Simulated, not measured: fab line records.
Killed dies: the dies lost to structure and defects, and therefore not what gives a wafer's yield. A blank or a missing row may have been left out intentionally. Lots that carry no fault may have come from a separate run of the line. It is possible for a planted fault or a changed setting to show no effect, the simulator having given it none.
fab line records    flow sky130    part 1 of 2: steps 1 to 25 of 33
record: lots: 5  wafers: 15  lastDay: 52
route steps=708 shown CONTACT@423 METAL1@434
lots untouched by any fault: they come from a run of this same line in which no faults occurred
startH: start of the lot's first displayed wafer, in hours after the record's first day    waitH: hours since the lot's step before    " unchanged from the row above    L1.1+2: one row covering several wafers at once    - no value present, or no start provided    * or withheld: withheld    < > ~ a bound
route shown NAME@n: a module of which the file shows steps, and the number in the route of the first    usual: mean/standard deviation of fault-free wafers    same: alike in all rows    chamber/n: place in a boat    sites: each site's reading    _std_site: their standard deviation    _edge_site: the outer-site mean with the inner-site mean subtracted    radiusMm: for every site, how far away it sits from the centre of the wafer    mask NAME#n: copy n    behind: the most recent tool/chamber to have shaped the wafer    hold: why the lot was held/for how many hours/how that ended    device: transistor that didn't switch, given as n, p or np    end of line: tests run on the same wafers once the route is complete    for a step that has no rows: nothing shown but its recipe    killed: the dies lost at the first sort to structure and to defects; this is not the yield of the wafer    map: shows each die of a wafer: x if killed, . if not, _ if none is there
set.NAME: the setting as run; set.NAME@STEP: as run at that earlier step    model.NAME: the simulator's own value behind a step, which no gauge read
lots at selected steps of the route; one table per step, one row per wafer
services: a tool's chamber out of use, with start hour (startH, from the record's first day; less than 0 if before it), hours out, and reason
== steps ==
step: SKY_CONTACT_ETCH_17
recipe: target: SiO2  chemistry: C4F8/O2/Ar  stopOn: Si3N4  maskMaterial: KrF-thick  sourceW: 1500  biasW: 1200  pressureMtorr: 40  c4f8FlowSccm: withheld  O2_flow_sccm: 6  Ar_flow_sccm: 300  timeS: withheld  targetDepthA: 3400
usual: oesProductAu: 0.892/0.0051
lot.wafer  tool        chamber  startH  waitH  oesProductAu
L074.2     rieDiel-03  3        773.17  0.0    0.893
L074.4     "           1        "       "      0.887
L074.6     "           1        "       "      0.898
L079.4     rieDiel-01  1        797.37  0.0    0.893
L079.5     "           2        "       "      0.893
L079.6     "           1        "       "      0.900
L080.3     rieDiel-03  3        797.72  0.0    0.887
L080.5     "           3        "       "      0.900
L080.6     "           2        "       "      0.886
L087.1     rieDiel-03  2        803.47  0.0    0.897
L087.2     "           1        "       "      0.899
L087.4     "           3        "       "      0.890
L093.2     rieDiel-01  2        942.69  0.0    0.894
L093.4     "           1        "       "      0.887
L093.6     "           0        "       "      0.881
step: SKY_CONTACT_ETCH_18
recipe: target: Si3N4  chemistry: CHF3/O2  stopOn: TiN  sourceW: 600  biasW: 200  pressureMtorr: 40  chf3FlowSccm: 50  O2_flow_sccm: 5  timeS: 39  targetDepthA: 750
usual: drypumpMotorCurrentA: 5.7/0.57  oesProductAu: 0.859/0.0094  throttleValvePct: 8.794/0.0093
lot.wafer  tool        chamber  startH  waitH  drypumpMotorCurrentA  oesProductAu  rfHoursCounterH  throttleValvePct
L074.2     rieDiel-03  3        -       -      6.3                   0.864         19               8.787
L074.4     "           1        "       "      6.4                   0.880         10               8.788
L074.6     "           1        "       "      6.4                   0.882         -                8.796
L079.4     rieDiel-01  1        -       -      5.8                   0.864         20               8.799
L079.5     "           2        "       "      5.5                   0.860         -                8.778
L079.6     "           1        "       "      5.8                   0.865         -                8.803
L080.3     rieDiel-03  3        -       -      6.3                   0.845         20               8.798
L080.5     "           3        "       "      6.3                   0.850         -                8.795
L080.6     "           2        "       "      4.9                   0.851         -                8.802
L087.1     rieDiel-03  2        -       -      4.9                   0.858         6                8.807
L087.2     "           1        "       "      6.4                   0.862         11               8.799
L087.4     "           3        "       "      6.3                   0.873         21               8.784
L093.2     rieDiel-01  2        -       -      5.5                   0.852         19               8.790
L093.4     "           1        "       "      5.8                   0.858         -                8.792
L093.6     "           0        "       "      5.2                   0.855         -                8.807
step: SKY_CONTACT_STRIP_19
recipe: chemistry: O2/N2  powerW: 1400  pressureMtorr: 1500  platenTempC: withheld  o2FlowSccm: 3000  n2FlowSccm: 300  overashFraction: 0.5
usual: drypumpMotorCurrentA: 5.81/0.06  oesProductAu: 0.382/0.0047  stripTimeToEndpointS: 3.63/0.045
lot.wafer  tool            chamber  startH  waitH  drypumpMotorCurrentA  oesProductAu  rfHoursCounterH  stripTimeToEndpointS
L074.2     plasmaAsher-02  0        773.26  -      5.81                  0.384         3                3.72
L074.4     "               0        "       "      5.79                  0.382         -                3.62
L074.6     "               1        "       "      5.78                  0.387         -                3.63
L079.4     plasmaAsher-04  0        797.49  -      5.80                  0.384         -                3.55
L079.5     "               0        "       "      5.81                  0.385         -                3.58
L079.6     "               1        "       "      5.78                  0.376         -                3.55
L080.3     plasmaAsher-01  0        797.84  -      5.92                  0.381         -                3.72
L080.5     "               1        "       "      5.72                  0.393         -                3.72
L080.6     "               0        "       "      5.94                  0.385         -                3.69
L087.1     plasmaAsher-04  1        803.56  -      5.77                  0.380         66               3.63
L087.2     "               0        "       "      5.80                  0.382         66               3.63
L087.4     "               0        "       "      5.80                  0.383         -                3.65
L093.2     plasmaAsher-02  0        942.78  -      5.79                  0.379         21               3.58
L093.4     "               0        "       "      5.79                  0.374         -                3.57
L093.6     "               0        "       "      5.79                  0.376         -                3.59
step: SKY_CONTACT_STRIP_20
recipe: chemistry: postEtchResidueRemover  timeS: 1200  tempC: 72.5
lot.wafer   tool         chamber  startH  waitH
L074.2+4+6  wetBench-04  2        773.36  0.1
L079.4+5+6  wetBench-03  1        797.56  0.0
L080.3+5+6  wetBench-03  2        797.91  0.0
L087.1+2+4  wetBench-04  2        803.66  0.1
L093.2+4+6  wetBench-03  0        942.88  0.1
step: SKY_CONTACT_CLEAN_21
recipe: chemistry: IPA  timeS: 180  tempC: 25
lot.wafer   tool         chamber  startH  waitH
L074.2+4+6  wetBench-03  1        773.70  0.0
L079.4+5+6  wetBench-04  0        797.90  0.0
L080.3+5+6  wetBench-04  3        798.25  0.0
L087.1+2+4  wetBench-03  3        804.00  0.0
L093.2+4+6  wetBench-01  3        943.26  0.0
step: SKY_CONTACT_CLEAN_22
recipe: chemistry: O3/DIW  dry: n2Spin
lot.wafer   tool         chamber  startH  waitH
L074.2+4+6  wetBench-01  1        773.76  0.0
L079.4+5+6  wetBench-01  0        797.96  0.0
L080.3+5+6  wetBench-03  2        798.31  0.0
L087.1+2+4  wetBench-01  0        804.06  0.0
L093.2+4+6  wetBench-04  2        943.31  0.0
step: SKY_CONTACT_SPUTTER_23
recipe: material: TiN  targetThkNm: 20  chamberPressurePa: 5  powerW: 4000  timeS: 80
usual: throttleValvePct: 29.4/1
lot.wafer  tool           chamber  startH  waitH  throttleValvePct
L074.2     pvdSputter-01  -        773.85  0.0    28.0
L074.4     "              -        "       "      29.8
L074.6     "              -        "       "      29.2
L079.4     pvdSputter-01  -        798.08  0.0    29.2
L079.5     "              -        "       "      28.2
L079.6     "              -        "       "      28.6
L080.3     pvdSputter-03  -        798.40  0.0    29.4
L080.5     "              -        "       "      30.2
L080.6     "              -        "       "      28.2
L087.1     pvdSputter-04  -        804.15  0.0    29.4
L087.2     "              -        "       "      29.7
L087.4     "              -        "       "      29.7
L093.2     pvdSputter-03  -        943.41  0.0    30.5
L093.4     "              -        "       "      28.2
L093.6     "              -        "       "      29.3
step: SKY_CONTACT_CVD_24
recipe: material: W  targetThkNm: 340  timeS: 102.12  tempC: 400  pressureTorr: 40
usual: heaterPowerW: 858/90
lot.wafer  tool     chamber  startH  waitH  heaterPowerW
L074.2     cvdW-01  1        773.91  0.0    713
L074.4     "        0        "       "      998
L074.6     "        1        "       "      742
L079.4     cvdW-02  1        798.15  0.0    889
L079.5     "        1        "       "      880
L079.6     "        0        "       "      856
L080.3     cvdW-01  0        798.50  0.1    973
L080.5     "        0        "       "      960
L080.6     "        1        "       "      714
L087.1     cvdW-02  0        804.21  0.0    822
L087.2     "        1        "       "      918
L087.4     "        0        "       "      847
L093.2     cvdW-01  1        943.47  0.0    733
L093.4     "        1        "       "      726
L093.6     "        1        "       "      738
step: SKY_CONTACT_RS_MEAS_25
recipe: thkMeasGauge: four-point-probe  reads: W_of_CONTACT_CVD_24+TiN_of_CONTACT_SPUTTER_23
usual: CONTACT_W_RS: 0.338/0.0037
lot.wafer  tool          chamber  startH  waitH  CONTACT_W_RS[ohm/sq]
L074.2     filmMetro-01  -        774.04  0.1    0.342
L074.4     "             -        "       "      0.330
L074.6     "             -        "       "      0.336
L079.4     filmMetro-04  -        798.28  0.1    0.338
L079.5     "             -        "       "      0.344
L079.6     "             -        "       "      0.340
L080.3     filmMetro-02  -        798.61  0.1    0.340
L080.5     "             -        "       "      0.338
L080.6     "             -        "       "      0.335
L087.1     filmMetro-04  -        804.32  0.1    0.338
L087.2     "             -        "       "      0.336
L087.4     "             -        "       "      0.341
L093.2     filmMetro-02  -        943.60  0.1    0.339
L093.4     "             -        "       "      0.338
L093.6     "             -        "       "      0.335
step: SKY_CONTACT_THK_MEAS_26
recipe: thkMeasGauge: xrf  reads: W_of_CONTACT_CVD_24
usual: CONTACT_W_THK: 331/4.4
lot.wafer  tool          chamber  startH  waitH  CONTACT_W_THK[nm]
L074.2     filmMetro-01  -        774.15  0.1    323
L074.4     "             -        "       "      334
L074.6     "             -        "       "      329
L079.4     filmMetro-04  -        798.37  0.1    333
L079.5     "             -        "       "      327
L079.6     "             -        "       "      331
L080.3     filmMetro-02  -        798.71  0.1    325
L080.5     "             -        "       "      329
L080.6     "             -        "       "      330
L087.1     filmMetro-04  -        804.44  0.1    333
L087.2     "             -        "       "      335
L087.4     "             -        "       "      332
L093.2     filmMetro-02  -        943.71  0.1    325
L093.4     "             -        "       "      327
L093.6     "             -        "       "      331
step: SKY_CONTACT_CMP_27
recipe: stopOn: SiO2  tOverpolishS: 15  downForcePsi: 3.5  platenRpm: 60  targetThkNm: 0  padVelocityMS: 0.94248
usual: motorCurrentA: 11.4/0.95  overpolishRunS: 15.000/0.0096  timeToEndpointS: 83/5.3
lot.wafer  tool    chamber  startH  waitH  motorCurrentA  overpolishRunS  timeToEndpointS
L074.2     cmp-01  2        774.30  0.1    12.9           14.994          91
L074.4     "       3        "       "      11.1           15.000          90
L074.6     "       1        "       "      9.6            14.997          82
L079.4     cmp-01  3        798.40  0.0    11.0           15.002          81
L079.5     "       3        "       "      11.3           14.991          77
L079.6     "       0        "       "      11.6           14.990          82
L080.3     cmp-02  0        798.75  0.0    10.8           14.998          83
L080.6     "       0        "       "      11.1           15.016          81
L080.5     "       1        "       "      10.8           14.990          89
L087.1     cmp-01  0        804.55  0.1    12.2           15.006          87
L087.4     "       1        "       "      10.1           15.011          75
L087.2     "       2        "       "      12.1           14.998          87
L093.2     cmp-01  0        943.76  0.0    12.3           15.006          87
L093.4     "       2        "       "      12.5           15.011          90
L093.6     "       1        "       "      9.8            15.002          79
step: SKY_METAL1_SPUTTER_00
recipe: material: Ti  targetThkNm: 15  powerW: 3000  timeS: 10  chamberPressurePa: 0.4
usual: throttleValvePct: 29.4/0.88
lot.wafer  tool           chamber  startH  waitH  throttleValvePct
L074.2     pvdSputter-01  -        774.50  0.1    28.2
L074.4     "              -        "       "      29.1
L074.6     "              -        "       "      28.2
L079.4     pvdSputter-01  -        798.71  0.3    28.0
L079.5     "              -        "       "      28.9
L079.6     "              -        "       "      29.3
L080.3     pvdSputter-03  -        799.05  0.2    29.4
L080.5     "              -        "       "      30.3
L080.6     "              -        "       "      28.2
L087.1     pvdSputter-02  -        804.80  0.2    29.8
L087.2     "              -        "       "      30.2
L087.4     "              -        "       "      30.7
L093.2     pvdSputter-02  -        944.06  0.2    30.6
L093.4     "              -        "       "      30.1
L093.6     "              -        "       "      29.7
step: SKY_METAL1_SPUTTER_01
recipe: material: TiN  targetThkNm: 20  powerW: 6500  timeS: 16.7  chamberPressurePa: 0.4
usual: throttleValvePct: 29.4/0.89
lot.wafer  tool           chamber  startH  waitH  throttleValvePct
L074.2     pvdSputter-01  -        774.52  0.0    28.0
L074.4     "              -        "       "      29.0
L074.6     "              -        "       "      28.2
L079.4     pvdSputter-01  -        798.74  0.0    28.4
L079.5     "              -        "       "      28.8
L079.6     "              -        "       "      29.3
L080.3     pvdSputter-03  -        799.07  0.0    29.2
L080.5     "              -        "       "      30.7
L080.6     "              -        "       "      28.3
L087.1     pvdSputter-02  -        804.82  0.0    29.6
L087.2     "              -        "       "      30.1
L087.4     "              -        "       "      30.5
L093.2     pvdSputter-02  -        944.10  0.0    30.2
L093.4     "              -        "       "      29.9
L093.6     "              -        "       "      29.8
step: SKY_METAL1_SPUTTER_02
recipe: material: AlCu  targetThkNm: 250  powerW: 10600  timeS: 13.3  chamberPressurePa: 0.4
usual: throttleValvePct: 29.4/0.89
lot.wafer  tool           chamber  startH  waitH  throttleValvePct
L074.2     pvdSputter-01  -        774.55  0.0    28.2
L074.4     "              -        "       "      29.2
L074.6     "              -        "       "      28.1
L079.4     pvdSputter-01  -        798.76  0.0    28.2
L079.5     "              -        "       "      28.6
L079.6     "              -        "       "      28.9
L080.3     pvdSputter-03  -        799.10  0.0    29.2
L080.5     "              -        "       "      30.4
L080.6     "              -        "       "      27.9
L087.1     pvdSputter-02  -        804.85  0.0    29.6
L087.2     "              -        "       "      30.1
L087.4     "              -        "       "      30.7
L093.2     pvdSputter-02  -        944.15  0.0    30.6
L093.4     "              -        "       "      30.2
L093.6     "              -        "       "      29.8
step: SKY_METAL1_SPUTTER_03
recipe: material: Ti  targetThkNm: 5  powerW: 3000  timeS: 3.3  chamberPressurePa: 0.4
usual: throttleValvePct: 29.4/0.9
lot.wafer  tool           chamber  startH  waitH  throttleValvePct
L074.2     pvdSputter-01  -        774.57  0.0    28.3
L074.4     "              -        "       "      29.3
L074.6     "              -        "       "      28.0
L079.4     pvdSputter-01  -        798.78  0.0    28.3
L079.5     "              -        "       "      28.4
L079.6     "              -        "       "      29.1
L080.3     pvdSputter-03  -        799.12  0.0    29.3
L080.5     "              -        "       "      30.6
L080.6     "              -        "       "      28.1
L087.1     pvdSputter-02  -        804.87  0.0    29.7
L087.2     "              -        "       "      30.0
L087.4     "              -        "       "      30.8
L093.2     pvdSputter-02  -        944.20  0.0    30.6
L093.4     "              -        "       "      30.3
L093.6     "              -        "       "      30.0
step: SKY_METAL1_SPUTTER_04
recipe: material: TiN  targetThkNm: 70  powerW: 6500  timeS: 58.3  chamberPressurePa: 0.4
usual: throttleValvePct: 29.4/0.89
lot.wafer  tool           chamber  startH  waitH  throttleValvePct
L074.2     pvdSputter-01  -        774.59  0.0    28.1
L074.4     "              -        "       "      29.3
L074.6     "              -        "       "      27.9
L079.4     pvdSputter-01  -        798.82  0.0    28.2
L079.5     "              -        "       "      28.9
L079.6     "              -        "       "      29.2
L080.3     pvdSputter-03  -        799.14  0.0    29.2
L080.5     "              -        "       "      30.3
L080.6     "              -        "       "      28.0
L087.1     pvdSputter-02  -        804.89  0.0    29.7
L087.2     "              -        "       "      29.9
L087.4     "              -        "       "      30.5
L093.2     pvdSputter-02  -        944.24  0.0    30.8
L093.4     "              -        "       "      30.3
L093.6     "              -        "       "      29.8
step: SKY_METAL1_RS_MEAS_05
recipe: thkMeasGauge: four-point-probe  reads: TiN_of_METAL1_SPUTTER_04+Ti_of_METAL1_SPUTTER_03+AlCu_of_METAL1_SPUTTER_02+TiN_of_METAL1_SPUTTER_01+Ti_of_METAL1_SPUTTER_00
usual: METAL1_ALCU_RS: 0.1270/0.0016
lot.wafer  tool          chamber  startH  waitH  METAL1_ALCU_RS[ohm/sq]
L074.2     filmMetro-01  -        774.66  0.0    0.1265
L074.4     "             -        "       "      0.1276
L074.6     "             -        "       "      0.1269
L079.4     filmMetro-02  -        798.90  0.1    0.1279
L079.5     "             -        "       "      0.1293
L079.6     "             -        "       "      0.1302
L080.3     filmMetro-03  -        799.23  0.1    0.1262
L080.5     "             -        "       "      0.1270
L080.6     "             -        "       "      0.1283
L087.1     filmMetro-03  -        804.94  0.0    0.1287
L087.2     "             -        "       "      0.1258
L087.4     "             -        "       "      0.1265
L093.2     filmMetro-03  -        944.36  0.1    0.1265
L093.4     "             -        "       "      0.1259
L093.6     "             -        "       "      0.1266
step: SKY_METAL1_THK_MEAS_06
recipe: thkMeasGauge: xrf  reads: AlCu_of_METAL1_SPUTTER_02
usual: METAL1_ALCU_THK: 245.9/3
lot.wafer  tool          chamber  startH  waitH  METAL1_ALCU_THK[nm]
L074.2     filmMetro-01  -        774.77  0.1    246.3
L074.4     "             -        "       "      245.6
L074.6     "             -        "       "      244.4
L079.4     filmMetro-02  -        798.99  0.1    243.3
L079.5     "             -        "       "      241.7
L079.6     "             -        "       "      240.0
L080.3     filmMetro-03  -        799.33  0.1    247.2
L080.5     "             -        "       "      245.9
L080.6     "             -        "       "      244.0
L087.1     filmMetro-03  -        805.06  0.1    243.8
L087.2     "             -        "       "      248.9
L087.4     "             -        "       "      246.0
L093.2     filmMetro-03  -        944.47  0.1    247.1
L093.4     "             -        "       "      248.2
L093.6     "             -        "       "      248.1
step: SKY_METAL1_DEHYDRATE_07
recipe: tempC: 200  timeS: 60
usual: chillPlateTempC: 23.02/0.1  heaterPowerTotalW: 160.39/0.13
lot.wafer  tool           chamber  startH  waitH  chillPlateTempC  heaterPowerTotalW
L074.2     lithoTrack-04  0        788.44  13.7   23.15            160.36
L074.4     "              0        "       "      23.16            160.42
L074.6     "              0        "       "      23.09            160.36
L079.4     lithoTrack-04  0        811.49  12.5   22.94            160.38
L079.5     "              0        "       "      23.08            160.28
L079.6     "              0        "       "      22.90            160.46
L080.3     lithoTrack-03  0        811.97  12.6   23.05            160.16
L080.5     "              0        "       "      23.02            160.22
L080.6     "              0        "       "      23.14            160.37
L087.1     lithoTrack-01  0        818.10  13.0   23.22            160.29
L087.2     "              0        "       "      23.19            160.57
L087.4     "              0        "       "      23.06            160.46
L093.2     lithoTrack-01  0        956.12  11.6   22.94            160.20
L093.4     "              0        "       "      23.03            160.33
L093.6     "              0        "       "      22.99            160.38
step: SKY_METAL1_HMDS_08
recipe: primeTimeS: 60  primeTempC: 120
usual: chillPlateTempC: 22.97/0.1
lot.wafer  tool           chamber  startH  waitH  chillPlateTempC
L074.2     lithoTrack-04  0        788.59  0.1    22.99
L074.4     "              0        "       "      23.11
L074.6     "              0        "       "      22.91
L079.4     lithoTrack-04  0        811.64  0.1    23.01
L079.5     "              0        "       "      23.15
L079.6     "              0        "       "      22.85
L080.3     lithoTrack-03  0        812.12  0.1    23.17
L080.5     "              0        "       "      22.93
L080.6     "              0        "       "      23.10
L087.1     lithoTrack-01  0        818.25  0.1    23.09
L087.2     "              0        "       "      22.99
L087.4     "              0        "       "      23.01
L093.2     lithoTrack-01  0        956.27  0.1    23.00
L093.4     "              0        "       "      22.85
L093.6     "              0        "       "      22.88
step: SKY_METAL1_COAT_09
recipe: resist: BARC  tempC: withheld  timeS: withheld  spinRpm: 3000  resistThkNm: 60
usual: chillPlateTempC: *
lot.wafer  tool           chamber  startH  waitH  chillPlateTempC
L074.2     lithoTrack-04  0        788.74  0.1    *
L074.4     "              0        "       "      *
L074.6     "              0        "       "      *
L079.4     lithoTrack-04  0        811.79  0.1    *
L079.5     "              0        "       "      *
L079.6     "              0        "       "      *
L080.3     lithoTrack-03  0        812.27  0.1    *
L080.5     "              0        "       "      *
L080.6     "              0        "       "      *
L087.1     lithoTrack-01  0        818.40  0.1    *
L087.2     "              0        "       "      *
L087.4     "              0        "       "      *
L093.2     lithoTrack-01  0        956.42  0.1    *
L093.4     "              0        "       "      *
L093.6     "              0        "       "      *
step: SKY_METAL1_COAT_10
recipe: resist: KrF-thick  spinRpm: 3000  resistThkNm: 450
usual: chillPlateTempC: 22.97/0.13
lot.wafer  tool           chamber  startH  waitH  chillPlateTempC
L074.2     lithoTrack-04  0        -       -      22.88
L074.4     "              0        "       "      22.94
L074.6     "              0        "       "      23.00
L079.4     lithoTrack-04  0        -       -      22.94
L079.5     "              0        "       "      22.94
L079.6     "              0        "       "      22.74
L080.3     lithoTrack-03  0        -       -      23.07
L080.5     "              0        "       "      23.10
L080.6     "              0        "       "      23.09
L087.1     lithoTrack-01  0        -       -      23.00
L087.2     "              0        "       "      23.02
L087.4     "              0        "       "      22.97
L093.2     lithoTrack-01  0        -       -      23.05
L093.4     "              0        "       "      23.01
L093.6     "              0        "       "      22.97
step: SKY_METAL1_SOFTBAKE_11
recipe: tempC: 100  timeS: 90  resist: KrF-thick
usual: chillPlateTempC: 23.01/0.1  heaterPowerTotalW: 57.36/0.11
lot.wafer  tool           chamber  startH  waitH  chillPlateTempC  heaterPowerTotalW
L074.2     lithoTrack-04  0        -       -      23.05            57.36
L074.4     "              0        "       "      22.95            57.34
L074.6     "              0        "       "      23.08            57.53
L079.4     lithoTrack-04  0        -       -      23.05            57.51
L079.5     "              0        "       "      23.08            57.31
L079.6     "              0        "       "      23.07            57.25
L080.3     lithoTrack-03  0        -       -      22.89            57.21
L080.5     "              0        "       "      22.89            57.46
L080.6     "              0        "       "      23.03            57.50
L087.1     lithoTrack-01  0        -       -      23.11            57.38
L087.2     "              0        "       "      23.11            57.44
L087.4     "              0        "       "      23.06            57.41
L093.2     lithoTrack-01  0        -       -      22.94            57.32
L093.4     "              0        "       "      22.96            57.29
L093.6     "              0        "       "      23.10            57.58
step: SKY_METAL1_EXPOSE_12
recipe: maskId: MM1  na: 0.8  sourceShape: annular  sigmaInner: 0.55  sigmaOuter: 0.85  targetCdNm: 140  doseMj: 28
usual: focusOffsetNm: 0.1/0.49  reticleTempC: 23.02/0.1
same: sigmaOuter: 0.85
lot.wafer  tool           chamber  startH  waitH  mask   focusOffsetNm  reticleTempC
L074.2     krfScanner-02  0        -       -      MM1#0  0.1            22.99
L074.4     "              0        "       "      MM1#0  0.6            22.87
L074.6     "              0        "       "      MM1#0  0.0            22.91
L079.4     krfScanner-01  0        -       -      MM1#0  0.5            22.96
L079.5     "              0        "       "      MM1#0  0.2            22.89
L079.6     "              0        "       "      MM1#0  0.1            22.93
L080.3     krfScanner-02  0        -       -      MM1#0  0.4            22.98
L080.5     "              0        "       "      MM1#0  0.2            23.12
L080.6     "              0        "       "      MM1#0  0.3            23.19
L087.1     krfScanner-01  0        -       -      MM1#0  0.0            22.87
L087.2     "              0        "       "      MM1#0  -1.7           23.04
L087.4     "              0        "       "      MM1#0  -0.1           22.92
L093.2     krfScanner-02  0        -       -      MM1#0  0.3            22.95
L093.4     "              0        "       "      MM1#0  0.1            22.93
L093.6     "              0        "       "      MM1#0  -0.1           23.05
step: SKY_METAL1_PEB_13
recipe: pebTempC: withheld  pebTimeS: withheld  resist: KrF-thick
usual: chillPlateTempC: *
lot.wafer  tool           chamber  startH  waitH  chillPlateTempC
L074.2     lithoTrack-04  0        -       -      *
L074.4     "              0        "       "      *
L074.6     "              0        "       "      *
L079.4     lithoTrack-04  0        -       -      *
L079.5     "              0        "       "      *
L079.6     "              0        "       "      *
L080.3     lithoTrack-04  0        -       -      *
L080.5     "              0        "       "      *
L080.6     "              0        "       "      *
L087.1     lithoTrack-04  0        -       -      *
L087.2     "              0        "       "      *
L087.4     "              0        "       "      *
L093.2     lithoTrack-01  0        -       -      *
L093.4     "              0        "       "      *
L093.6     "              0        "       "      *
